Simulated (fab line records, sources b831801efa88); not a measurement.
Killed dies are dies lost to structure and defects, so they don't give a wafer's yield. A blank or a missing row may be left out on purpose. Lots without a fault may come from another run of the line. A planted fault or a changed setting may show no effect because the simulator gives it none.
One fault seen from 2 desks | flow gf180mcu | each desk has only its own numbers; what lay behind them comes last

THE TOOL OWNER'S DESK: implanter-04
The tool's own readings at GF_VT_IMPLANT_IMPLANT_08: means of the sampled wafers that have a number, for each lot that ran on this tool. A lot is out of limits, marked OUT, if its mean lies more than 4 standard deviations from the usual mean; the brackets give that distance.
Columns: A = beam_energy_keV at GF_VT_IMPLANT_IMPLANT_08, usual 19.999; B = dose_ions_cm2 at GF_VT_IMPLANT_IMPLANT_08, usual 8.289e+12; C = faraday_current_uA at GF_VT_IMPLANT_IMPLANT_08, usual 46.8
lot  | first seen here | A      | B                           | C
L619 | day 7 23:44     | 20.004 | 8.288e+12                   | 47.6
L623 | day 8 17:53     | 19.999 | 8.284e+12                   | 46.2
L625 | day 9 09:20     | 19.992 | 9.262e+12 (+99 or more) OUT | 52.7 (+6.1) OUT
L627 | day 9 15:46     | 20.008 | 9.255e+12 (+99 or more) OUT | 52.2 (+5.6) OUT
This desk's finding: out of limits on L625, L627; first on L625, day 9 09:20 (dose_ions_cm2 at GF_VT_IMPLANT_IMPLANT_08). In limits: L619, L623.

THE METROLOGY DESK
What the gauges read, lot by lot, whatever tool the lot ran on: means of the sampled wafers that have a number. A lot is out of limits, marked OUT, if its mean lies more than 4 standard deviations from the usual mean; the brackets give that distance.
Columns: A = VT_IMPLANT_TW at GF_VT_IMPLANT_TW_MEAS_10, usual 560.0; B = SAB_CVD_00_THK at GF_SAB_THK_MEAS_01, usual 49.7 nm; C = M1_ALCU_THK at GF_M1_THK_MEAS_06, usual 454 nm
lot  | first seen here | A                | B    | C
L611 | day 5 13:49     | 560.1            | 50.4 | 449
L612 | day 6 05:40     | 560.2            | 49.6 | 453
L614 | day 6 12:34     | 559.4            | 49.8 | 459
L615 | day 6 17:08     | 557.5            | 48.1 | 449
L618 | day 7 14:07     | 561.5            | 50.9 | 451
L619 | day 7 23:58     | 554.2            | 49.3 | 454
L620 | day 8 00:50     | 558.9            | 49.3 | 447
L623 | day 8 18:08     | 557.6            | 49.8 | 462
L624 | day 9 04:17     | 562.5            | 49.4 | 455
L625 | day 9 09:35     | 582.7 (+9.5) OUT | 49.8 | 450
L627 | day 9 16:01     | 581.1 (+8.8) OUT | 49.6 | 462
L629 | day 10 14:10    | 562.4            | 49.2 | 459
L633 | day 11 04:32    | 561.7            | 49.4 | 453
This desk's finding: out of limits on L625, L627; first on L625, day 9 09:35 (VT_IMPLANT_TW at GF_VT_IMPLANT_TW_MEAS_10). In limits: L611, L612, L614, L615, L618, L619, L620, L623, L624, L629, L633.

PUT TOGETHER
The tool owner's desk could have raised an alarm at day 9 09:20, on L625, L627.
The metrology desk could have raised an alarm at day 9 09:35, on L625, L627.
Of the lots named, all ran GF_VT_IMPLANT_IMPLANT_08 on implanter-04.

WHAT THE SIMULATOR HAD PUT IN
Process parameter drift: implanter-04, from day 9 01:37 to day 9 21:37, at GF_VT_IMPLANT_IMPLANT_08. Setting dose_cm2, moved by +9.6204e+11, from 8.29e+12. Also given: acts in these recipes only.
Lots struck among those shown: L625, L627.
Hours from the fault's start to each desk's first reading out of limits: the tool owner's desk, 8; the metrology desk, 8.
